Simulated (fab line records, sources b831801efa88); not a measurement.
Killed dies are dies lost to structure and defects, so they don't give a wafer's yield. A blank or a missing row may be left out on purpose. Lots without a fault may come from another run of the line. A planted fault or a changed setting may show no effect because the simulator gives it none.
Chamber matching | flow sky130 | SKY_POLY_GATE_ETCH_16 on rie_diel-03: 4 sister chambers
The step etches Si3N4 in CH3F/O2, stops on poly-Si, time 147.5 s, target depth 75 nm. 18 wafers are shown with their chamber, then 8 later ones without.

WAFERS WITH THEIR CHAMBER
wafer  | chamber | drypump_motor_current_A (A) | oes_product_au (a.u.) | throttle_valve_pct (%)
L077.1 | 1       | 4.8                         | 0.646                 | 10.543
L077.3 | 2       | 6.1                         | 0.638                 | 10.534
L077.5 | 3       | 5.4                         | 0.640                 | 10.545
L078.2 | 2       | 6.1                         | 0.642                 | 10.544
L078.4 | 3       | 5.4                         | 0.641                 | 10.536
L078.5 | 2       | 6.1                         | 0.637                 | 10.530
L080.1 | 0       | 6.2                         | 0.639                 | 10.539
L080.3 | 2       | 6.1                         | 0.635                 | 10.521
L080.5 | 1       | 4.9                         | 0.636                 | 10.523
L079.1 | 0       | 6.2                         | 0.642                 | 10.517
L079.3 | 3       | 5.4                         | 0.642                 | 10.527
L079.4 | 2       | 6.1                         | 0.640                 | 10.526
L081.1 | 1       | 4.8                         | 0.650                 | 10.532
L081.2 | 2       | 6.1                         | 0.654                 | 10.533
L081.4 | 0       | 6.2                         | 0.643                 | 10.544
L082.2 | 2       | 6.1                         | 0.631                 | 10.534
L082.4 | 0       | 6.2                         | 0.637                 | 10.537
L082.6 | 2       | 6.1                         | 0.635                 | 10.535

SIGNATURES (means of the wafers above)
reading                 | chamber 0 | chamber 1 | chamber 2 | chamber 3 | scatter within a chamber
drypump_motor_current_A | 6.200     | 4.833     | 6.100     | 5.400     | 0.0218
oes_product_au          | 0.64025   | 0.64400   | 0.63900   | 0.64100   | 0.00576
throttle_valve_pct      | 10.53425  | 10.53267  | 10.53213  | 10.53600  | 0.0089
Rule: a wafer's distance from a chamber is the root of the sum, over the readings, of the square of ((its reading less the chamber's mean) divided by the reading's scatter). The wafer belongs to the nearest chamber; if the next one is less than 2 further off, it can't be placed. The scatter: the root of (the sum of the squares of (reading less its chamber's mean) over the shown wafers, divided by (wafers less chambers)).

WAFERS WITHOUT THEIR CHAMBER
wafer  | drypump_motor_current_A (A) | oes_product_au (a.u.) | throttle_valve_pct (%)
L084.3 | 6.2                         | 0.639                 | 10.528
L084.4 | 6.2                         | 0.638                 | 10.542
L084.5 | 5.4                         | 0.640                 | 10.545
L085.3 | 6.2                         | 0.643                 | 10.531
L085.4 | 5.3                         | 0.642                 | 10.531
L096.1 | 4.8                         | 0.630                 | 10.547
L096.3 | 5.4                         | 0.635                 | 10.535
L096.4 | 6.0                         | 0.640                 | 10.547

WHICH CHAMBER EACH WENT THROUGH
wafer  | from the rows above | in truth
L084.3 | 0                   | 0
L084.4 | 0                   | 0
L084.5 | 3                   | 3
L085.3 | 0                   | 0
L085.4 | 3                   | 3
L096.1 | 1                   | 1
L096.3 | 3                   | 3
L096.4 | 2                   | 2
Placed correctly: 8 of 8. Can't be placed from these rows: 0. Placed wrongly: 0.
